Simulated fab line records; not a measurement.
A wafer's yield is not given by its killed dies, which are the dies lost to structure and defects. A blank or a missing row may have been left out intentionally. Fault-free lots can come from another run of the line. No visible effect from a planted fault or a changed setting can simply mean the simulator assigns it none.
2 desks looking at one fault ; flow gf180mcu ; only its own numbers are on each desk; what lay behind them is given at the end

== METROLOGY DESK ==
What the gauges read, lot by lot, whatever tool the lot ran on: means of the sampled wafers that have a number. Any lot whose mean is over 4 standard deviations away from the usual mean is out of limits and marked OUT; that distance is given in the brackets.
Columns: A = cd-nm at GF_HV_LDD_CD_MEAS_46, usual 399.7 nm; B = HV_LDD_03_OVL at GF_HV_LDD_OVL_MEAS_47, usual 0.1 nm; C = HV_LDD_4_TW at GF_HV_LDD_TW_MEAS_50, usual 570
lot;first seen here;A;B;C
L802;day 14 22:02;395.4;-0.2;576
L805;day 15 19:01;400.7;-2.9;564
L810;day 17 20:59;400.5;0.1;569
L814;day 19 01:23;398.5;1.4;568
L816;day 19 13:05;402.2;0.3;574
This desk's verdict: no lot among the 5 shows anything out of limits.

== AT THE TOOL OWNER'S DESK: wet-bench-04 ==
The tool's own readings at GF_HV_LDD_CLEAN_51 (cleans in SC1/SC2, time 150 s): means of the sampled wafers that have a number, for each lot that ran on this tool. Any lot whose mean is over 4 standard deviations away from the usual mean is out of limits and marked OUT; that distance is given in the brackets.
Columns: A = run-length-s at GF_HV_LDD_CLEAN_51, usual 179 s
lot;first seen here;A
L805;day 15 19:27;186
L810;day 17 21:27;79 (-23) OUT
Finding of this desk: L810 out of limits; the first was L810 at day 17 21:27, on run-length-s at GF_HV_LDD_CLEAN_51. L805 stayed within limits.

== PUT TOGETHER ==
The tool owner's desk could have raised an alarm at day 17 21:27, on L810.
Metrology desk: nothing out of limits seen.
The metrology desk holds a record of L810, inside its limits.
On wet-bench-04, each named lot ran GF_HV_LDD_CLEAN_51.

== WHAT THE SIMULATOR HAD INSERTED ==
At GF_HV_LDD_CLEAN_51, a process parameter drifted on wet-bench-04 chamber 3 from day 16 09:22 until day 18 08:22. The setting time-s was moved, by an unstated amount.
Lots struck among those shown: L810.
Hours from the fault's start to each desk's first reading out of limits: the tool owner's desk, 36.
